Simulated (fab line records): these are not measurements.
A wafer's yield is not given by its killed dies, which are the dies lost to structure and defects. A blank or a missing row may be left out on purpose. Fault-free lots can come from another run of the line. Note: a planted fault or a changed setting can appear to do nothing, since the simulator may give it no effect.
fab line records	flow sky130
record: lots: 11	wafers: 33	last-day: 50
route steps=708 shown VT_ADJUST_PCH@153 RES_XHIGH@339 LOCAL_INTERCONNECT@387 PAD_OPEN@708
lots with no fault: from the same line, run without faults
start-h: hours from the record's opening day to when the first of the lot's shown wafers began	wait-h: hours from the lot's prior step to this one	" same as the row above	L1.1+2: one row covering several wafers at once	- no value present, or no start provided	* or withheld: withheld	< > ~ a bound
route shown NAME@n: a module of which the file shows steps, and the number in the route of the first	usual: mean/standard deviation of fault-free wafers	same: alike in all rows	chamber/n: place in a boat	sites: each site's reading	_std_site: how widely they spread, as a standard deviation	_edge_site: inner sites' mean taken away from outer sites' mean	radius-mm: how far each site lies from the wafer's centre	mask NAME#n: copy n	behind: the most recent tool/chamber to have shaped the wafer	hold: what put the lot on hold/how long, in hours/how the hold closed	device: the transistor (n, p or np) that didn't switch	end of line: tests run on the same wafers once the route is complete	step lacking rows: just its recipe	killed: count of dies lost to structure and defects at first sort (not the wafer's yield)	map: per-die view of a wafer (x killed, . not killed, _ where there is no die)
set.NAME: setting as actually run; set.NAME@STEP: the setting as run at that earlier step	model.NAME: the simulator's own value behind a step, which no gauge read
route steps across a sampled set of lots; one table per step, one row per wafer
services: from which hour (start-h, from the record's first day; less than 0 if before it) a tool's chamber was out of use, for how many hours, and why
== steps ==
step: SKY_VT_ADJUST_PCH_TW_MEAS_10
usual: VT_ADJUST_PCH_TW: 143.2/0.65
lot.wafer	tool	chamber	start-h	wait-h	VT_ADJUST_PCH_TW
L252.1	film-metro-01	-	233.66	0.1	142.1
L252.2	"	-	"	"	141.9
L252.3	"	-	"	"	141.7
L254.4	film-metro-04	-	242.09	0.1	143.9
L254.5	"	-	"	"	144.3
L254.6	"	-	"	"	143.6
L256.3	film-metro-04	-	258.66	0.1	144.1
L256.5	"	-	"	"	144.1
L256.6	"	-	"	"	143.7
L257.1	film-metro-04	-	268.26	0.1	143.5
L257.3	"	-	"	"	143.6
L257.4	"	-	"	"	144.0
L259.3	film-metro-04	-	287.66	0.1	142.4
L259.5	"	-	"	"	143.4
L259.6	"	-	"	"	143.1
L262.2	film-metro-03	-	306.90	0.1	143.6
L262.3	"	-	"	"	142.8
L262.4	"	-	"	"	143.1
L264.1	film-metro-03	-	320.44	0.1	142.7
L264.3	"	-	"	"	143.5
L264.6	"	-	"	"	143.1
L265.1	film-metro-03	-	328.51	0.1	143.5
L265.4	"	-	"	"	143.1
L265.5	"	-	"	"	143.4
L266.2	film-metro-04	-	336.25	0.1	142.9
L266.4	"	-	"	"	142.8
L266.6	"	-	"	"	142.8
L273.2	film-metro-04	-	387.10	0.1	142.9
L273.3	"	-	"	"	143.5
L273.4	"	-	"	"	143.6
L274.2	film-metro-03	-	395.20	0.1	143.2
L274.3	"	-	"	"	144.6
L274.4	"	-	"	"	143.4
step: SKY_RES_XHIGH_IMPLANT_07
recipe: species: BF2	energy-kev: 20	dose-cm2: 3.6e+14	tilt-deg: 0
usual: dose-ions-cm2: 3.6e+14/3.6e+11	end-station-pressure-torr: 5.25e-06/2.8e-07
lot.wafer	tool	chamber	start-h	wait-h	dose-ions-cm2	end-station-pressure-torr
L252.1	implanter-03	0	625.96	0.1	3.603e+14	5.27e-06
L252.2	"	0	"	"	3.599e+14	5.23e-06
L252.3	"	0	"	"	3.599e+14	5.42e-06
L254.4	implanter-02	0	634.97	0.1	3.602e+14	4.49e-06
L254.5	"	0	"	"	3.604e+14	4.93e-06
L254.6	"	0	"	"	3.604e+14	5.57e-06
L256.3	implanter-02	0	654.72	0.1	3.596e+14	5.26e-06
L256.5	"	0	"	"	3.594e+14	4.89e-06
L256.6	"	0	"	"	3.599e+14	5.36e-06
L257.1	implanter-02	0	664.31	0.1	3.607e+14	5.5e-06
L257.3	"	0	"	"	3.596e+14	5.24e-06
L257.4	"	0	"	"	3.599e+14	5.48e-06
L259.3	implanter-02	0	682.76	0.1	3.599e+14	5.37e-06
L259.5	"	0	"	"	3.6e+14	5.14e-06
L259.6	"	0	"	"	3.6e+14	5.54e-06
L262.2	implanter-02	0	710.65	0.1	3.594e+14	5.28e-06
L262.3	"	0	"	"	3.599e+14	4.69e-06
L262.4	"	0	"	"	3.598e+14	5.31e-06
L264.1	implanter-02	0	722.65	0.1	3.911e+14	5.56e-06
L264.3	"	0	"	"	3.903e+14	5e-06
L264.6	"	0	"	"	3.909e+14	4.78e-06
L265.1	implanter-02	0	731.76	0.1	3.904e+14	5.52e-06
L265.4	"	0	"	"	3.902e+14	5.03e-06
L265.5	"	0	"	"	3.904e+14	5.36e-06
L266.2	implanter-02	0	738.43	0.1	3.904e+14	4.96e-06
L266.4	"	0	"	"	3.9e+14	5.24e-06
L266.6	"	0	"	"	3.901e+14	5.11e-06
L273.2	implanter-03	0	786.13	0.1	3.6e+14	5.57e-06
L273.3	"	0	"	"	3.596e+14	5.47e-06
L273.4	"	0	"	"	3.595e+14	4.99e-06
L274.2	implanter-01	0	792.57	0.1	3.6e+14	5.05e-06
L274.3	"	0	"	"	3.596e+14	5.54e-06
L274.4	"	0	"	"	3.598e+14	5.23e-06
step: SKY_RES_XHIGH_TW_MEAS_09
usual: RES_XHIGH_TW: 1649/9.5
lot.wafer	tool	chamber	start-h	wait-h	hold	RES_XHIGH_TW
L252.1	film-metro-01	-	626.21	0.1	-	1657
L252.2	"	-	"	"	-	1650
L252.3	"	-	"	"	-	1651
L254.4	film-metro-03	-	635.18	0.1	-	1648
L254.5	"	-	"	"	-	1650
L254.6	"	-	"	"	-	1654
L256.3	film-metro-01	-	654.94	0.1	-	1636
L256.5	"	-	"	"	-	1642
L256.6	"	-	"	"	-	1633
L257.1	film-metro-01	-	664.56	0.1	-	1632
L257.3	"	-	"	"	-	1640
L257.4	"	-	"	"	-	1644
L259.3	film-metro-03	-	683.01	0.1	-	1651
L259.5	"	-	"	"	-	1655
L259.6	"	-	"	"	-	1645
L262.2	film-metro-04	-	710.88	0.1	-	1664
L262.3	"	-	"	"	-	1660
L262.4	"	-	"	"	-	1669
L264.1	film-metro-04	-	722.90	0.1	await-dispo/0.2h/release	1704
L264.3	"	-	"	"	await-dispo/0.2h/release	1689
L264.6	"	-	"	"	await-dispo/0.2h/release	1692
L264.1	film-metro-04	-	723.12	0.2	-	1699
L264.3	"	-	"	"	-	1695
L264.6	"	-	"	"	-	1694
L265.1	film-metro-01	-	732.01	0.1	-	1679
L265.4	"	-	"	"	-	1674
L265.5	"	-	"	"	-	1669
L266.2	film-metro-04	-	738.67	0.1	await-dispo/0.2h/release	1693
L266.4	"	-	"	"	await-dispo/0.2h/release	1695
L266.6	"	-	"	"	await-dispo/0.2h/release	1707
L266.2	film-metro-04	-	738.89	0.2	-	1697
L266.4	"	-	"	"	-	1700
L266.6	"	-	"	"	-	1702
L273.2	film-metro-01	-	786.37	0.1	-	1661
L273.3	"	-	"	"	-	1649
L273.4	"	-	"	"	-	1653
L274.2	film-metro-04	-	792.81	0.1	-	1631
L274.3	"	-	"	"	-	1646
L274.4	"	-	"	"	-	1647
step: SKY_SD_N_RS_MEAS_18
recipe: thk-meas-gauge: four-point-probe
usual: RES_XHIGH_RS: 333.3/1.2
lot.wafer	tool	chamber	start-h	wait-h	hold	RES_XHIGH_RS[ohm/sq]
L252.1	film-metro-03	-	654.93	0.1	-	330.9
L252.2	"	-	"	"	-	332.4
L252.3	"	-	"	"	-	332.4
L254.4	film-metro-03	-	664.24	0.1	-	331.3
L254.5	"	-	"	"	-	332.4
L254.6	"	-	"	"	-	331.9
L256.3	film-metro-04	-	683.47	0.1	-	334.0
L256.5	"	-	"	"	-	335.4
L256.6	"	-	"	"	-	333.9
L257.1	film-metro-03	-	693.01	0.1	-	333.8
L257.3	"	-	"	"	-	333.1
L257.4	"	-	"	"	-	333.6
L259.3	film-metro-01	-	712.77	0.1	-	334.1
L259.5	"	-	"	"	-	334.5
L259.6	"	-	"	"	-	334.0
L262.2	film-metro-03	-	739.93	0.1	-	333.3
L262.3	"	-	"	"	-	334.1
L262.4	"	-	"	"	-	333.4
L264.1	film-metro-03	-	750.70	0.1	await-dispo/0.2h/release	310.3
L264.3	"	-	"	"	await-dispo/0.2h/release	310.1
L264.6	"	-	"	"	await-dispo/0.2h/release	310.4
L264.1	film-metro-03	-	750.99	0.3	-	310.3
L264.3	"	-	"	"	-	310.3
L264.6	"	-	"	"	-	310.1
L265.1	film-metro-04	-	760.28	0.1	await-dispo/0.2h/release	312.0
L265.4	"	-	"	"	await-dispo/0.2h/release	310.9
L265.5	"	-	"	"	await-dispo/0.2h/release	312.0
L265.1	film-metro-04	-	760.63	0.3	-	311.2
L265.4	"	-	"	"	-	311.0
L265.5	"	-	"	"	-	311.9
L266.2	film-metro-03	-	766.05	0.1	await-dispo/0.2h/release	310.7
L266.4	"	-	"	"	await-dispo/0.2h/release	309.0
L266.6	"	-	"	"	await-dispo/0.2h/release	308.9
L266.2	film-metro-03	-	766.33	0.3	-	310.7
L266.4	"	-	"	"	-	309.4
L266.6	"	-	"	"	-	309.9
L273.2	film-metro-03	-	813.73	0.1	-	331.8
L273.3	"	-	"	"	-	330.7
L273.4	"	-	"	"	-	332.3
L274.2	film-metro-01	-	820.30	0.1	-	336.4
L274.3	"	-	"	"	-	335.8
L274.4	"	-	"	"	-	335.6
step: SKY_LOCAL_INTERCONNECT_SPUTTER_00
recipe: material: TiN	target-thk-nm: 100	temp-c: 300	power-w: 6500	time-s: 83.3	chamber-pressure-pa: 0.4
usual: chamber-pressure-pa: 0.3999/0.00068	throttle-valve-pct: 29.9/0.88
lot.wafer	tool	chamber	start-h	wait-h	chamber-pressure-pa	throttle-valve-pct
L252.1	pvd-sputter-03	-	684.02	0.1	0.3995	28.5
L252.2	"	-	"	"	0.3996	28.6
L252.3	"	-	"	"	0.4003	30.7
L254.4	pvd-sputter-01	-	693.55	0.3	0.3999	30.0
L254.5	"	-	"	"	0.4004	29.0
L254.6	"	-	"	"	0.4006	30.6
L256.3	pvd-sputter-02	-	713.72	0.1	0.3999	30.5
L256.5	"	-	"	"	0.3997	31.2
L256.6	"	-	"	"	0.3999	31.4
L257.1	pvd-sputter-01	-	723.04	0.2	0.4012	30.6
L257.3	"	-	"	"	0.4008	29.4
L257.4	"	-	"	"	0.4002	29.5
L259.3	pvd-sputter-03	-	742.62	0.2	0.4001	30.7
L259.5	"	-	"	"	0.3996	28.6
L259.6	"	-	"	"	0.3991	30.8
L262.2	pvd-sputter-03	-	769.08	0.2	0.3999	30.7
L262.3	"	-	"	"	0.3998	28.8
L262.4	"	-	"	"	0.3985	30.7
L264.1	pvd-sputter-03	-	779.60	0.1	0.3996	30.9
L264.3	"	-	"	"	0.3994	30.7
L264.6	"	-	"	"	0.4003	30.9
L265.1	pvd-sputter-03	-	790.14	0.1	0.3995	30.4
L265.4	"	-	"	"	0.3990	28.6
L265.5	"	-	"	"	0.3979	28.5
L266.2	pvd-sputter-02	-	794.04	0.1	0.4005	31.1
L266.4	"	-	"	"	0.4003	30.5
L266.6	"	-	"	"	0.3998	30.3
L273.2	pvd-sputter-01	-	842.02	0.2	0.3997	29.1
L273.3	"	-	"	"	0.4001	30.1
L273.4	"	-	"	"	0.3995	30.6
L274.2	pvd-sputter-02	-	849.02	0.2	0.3995	31.2
L274.3	"	-	"	"	0.3990	31.2
L274.4	"	-	"	"	0.3999	30.4
step: SKY_LOCAL_INTERCONNECT_STRIP_15
recipe: chemistry: O2/N2	power-w: 1400	pressure-mtorr: 1500	platen-temp-c: withheld	o2-flow-sccm: 3000	n2-flow-sccm: 300	overash-fraction: 0.5
usual: drypump-motor-current-A: 5.71/0.3	oes-product-au: 0.426/0.0049	strip-time-to-endpoint-s: 4.718/0.022
lot.wafer	tool	chamber	start-h	wait-h	drypump-motor-current-A	oes-product-au	rf-hours-counter-h	strip-time-to-endpoint-s
L252.1	plasma-asher-02	0	712.49	0.0	6.03	0.430	82	4.751
L252.2	"	1	"	"	5.70	0.418	82	4.713
L252.3	"	1	"	"	5.71	0.424	-	4.739
L254.4	plasma-asher-01	0	721.98	0.1	5.87	0.425	-	4.696
L254.5	"	1	"	"	5.81	0.421	-	4.714
L254.6	"	0	"	"	5.84	0.421	-	4.697
L256.3	plasma-asher-01	0	741.65	0.1	5.87	0.426	-	4.690
L256.5	"	1	"	"	5.81	0.438	-	4.724
L256.6	"	0	"	"	5.83	0.430	-	4.713
L257.1	plasma-asher-04	0	750.63	0.0	5.74	0.433	34	4.717
L257.3	"	1	"	"	5.05	0.426	-	4.727
L257.4	"	0	"	"	5.74	0.426	-	4.719
L259.3	plasma-asher-04	0	769.81	0.1	5.73	0.430	-	4.732
L259.5	"	0	"	"	5.75	0.426	-	4.741
L259.6	"	1	"	"	5.06	0.428	-	4.718
L262.2	plasma-asher-04	0	795.73	0.0	5.73	0.420	38	4.714
L262.3	"	1	"	"	5.01	0.431	-	4.692
L262.4	"	0	"	"	5.74	0.430	-	4.683
L264.1	plasma-asher-01	0	806.49	0.1	5.88	0.427	69	4.703
L264.3	"	0	"	"	5.88	0.429	-	4.691
L264.6	"	1	"	"	5.81	0.420	-	4.673
L265.1	plasma-asher-01	0	817.04	0.1	5.86	0.422	70	4.678
L265.4	"	1	"	"	5.81	0.424	-	4.702
L265.5	"	1	"	"	5.82	0.425	-	4.687
L266.2	plasma-asher-04	1	821.01	0.1	5.01	0.425	41	4.716
L266.4	"	1	"	"	5.00	0.433	-	4.744
L266.6	"	1	"	"	5.01	0.418	-	4.716
L273.2	plasma-asher-02	1	868.57	0.0	5.71	0.426	98	4.722
L273.3	"	0	"	"	6.05	0.422	-	4.711
L273.4	"	1	"	"	5.69	0.430	-	4.751
L274.2	plasma-asher-04	0	875.38	0.0	5.76	0.426	46	4.741
L274.3	"	0	"	"	5.75	0.427	-	4.725
L274.4	"	1	"	"	5.06	0.426	-	4.722
step: SKY_PAD_OPEN_PROBE_99
usual: killed_at_M0_to_M3: 41/6.2	killed_at_M4_up: 3.0/1.7	killed-at-contacts: 25/5.8	killed-at-front-end: 16/4.5	killed-at-other: 0.2/0.42	killed-dies: 85/8.4	killed-open: 46/5.9	killed-short: 39/6.3
same: gross-dies: 492	killed-at-back-side: 0
lot.wafer	tool	chamber	start-h	wait-h	killed_at_M0_to_M3	killed_at_M4_up	killed-at-contacts	killed-at-front-end	killed-at-other	killed-dies	killed-open	killed-short
L265.1	prober-01	-	1159.86	0.1	47	3	23	16	0	89	49	38
L265.4	prober-01	-	1160.01	0.2	49	0	15	21	1	86	41	42
L265.5	prober-01	-	1160.06	0.2	45	5	20	16	0	86	47	37
killed by level:class
L265.1 VIA1:geometric-particle:open=11 VIA2:geometric-particle:open=8 LI_CONTACT:geometric-particle:open=7 CONTACT:geometric-particle:open=7 VIA1:geometric-particle:short=6 METAL1:geometric-particle:short=6 FIELD_ISO:geometric-particle:open=5 POLY_GATE:geometric-particle:open=4
L265.4 VIA1:geometric-particle:open=13 VIA2:geometric-particle:open=9 METAL2:geometric-particle:short=7 VIA1:geometric-particle:short=6 METAL3:geometric-particle:short=6 FIELD_ISO:geometric-particle:short=5 POLY_GATE:geometric-particle:open=5 CONTACT:geometric-particle:open=5
L265.5 CONTACT:geometric-particle:open=9 VIA3:geometric-particle:open=9 VIA1:geometric-particle:short=6 METAL2:geometric-particle:short=6 VIA2:geometric-particle:open=6 VIA1:geometric-particle:open=5 LI_CONTACT:geometric-particle:open=4 FIELD_ISO:geometric-particle:open=3
== services ==
tool	chamber	start-h	hours	kind
plasma-asher-01	-	626.76	2.8	pm
pvd-sputter-01	-	629.19	1.6	repair
pvd-sputter-02	-	639.16	5.4	repair
plasma-asher-01	-	647.84	2.0	repair
pvd-sputter-03	3	672.30	-	consumable-replace:kit
pvd-sputter-03	3	672.30	18.0	scheduled-down
pvd-sputter-03	3	672.30	18.0	vent-cycle
pvd-sputter-01	3	675.68	-	consumable-replace:kit
implanter-01	-	680.47	1.7	repair
plasma-asher-02	-	681.34	8.2	repair
plasma-asher-01	-	684.47	0.5	repair
implanter-03	-	686.66	3.2	pm
pvd-sputter-01	-	700.04	1.8	repair
implanter-01	-	745.53	33.7	pm
implanter-03	-	780.98	1.4	repair
implanter-03	-	790.14	2.9	repair
implanter-03	-	811.76	13.8	repair
pvd-sputter-03	-	819.83	2.2	repair
pvd-sputter-02	-	836.53	0.7	repair
implanter-01	-	842.03	17.4	repair
plasma-asher-04	-	851.89	6.8	repair
plasma-asher-01	-	865.62	2.9	repair
implanter-02	-	866.25	3.5	pm
implanter-02	-	874.89	2.6	pm
== key ==
first-sign: step: SKY_RES_XHIGH_IMPLANT_07	reading: dose-ions-cm2	direction: up	sigmas: 85	usual: *	struck: *
effect: step: SKY_RES_XHIGH_TW_MEAS_09	reading: visit	direction: added
effect: step: SKY_SD_N_RS_MEAS_18	reading: visit	direction: added
effect: step: SKY_SD_N_RS_MEAS_18	reading: RES_XHIGH_RS	direction: down	sigmas: 19	usual: 333.3	struck: 310.5
met-at SKY_RES_XHIGH_IMPLANT_07
struck-lots L264,L265,L266
tester-left-out L264,L265,L266
not-acting-at SKY_VT_ADJUST_PCH_TW_MEAS_10,SKY_LOCAL_INTERCONNECT_SPUTTER_00,SKY_LOCAL_INTERCONNECT_STRIP_15
onset-between 710.65 722.65
fault: kind: process-parameter-drift	tool: implanter-02	chamber: -	onset-h: 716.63	steps: SKY_RES_XHIGH_IMPLANT_07	channel: dose-cm2	offset: *	shape: step	end-h: 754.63	acts-in: *	stated: *
tester-left-out: of these lots the tester's yield and bins aren't shown, on N5 and GAA mostly nor the transistor test; their killed dies are dies lost to structure and defects alone, not to doping, threshold or leakage, so they don't give the yield
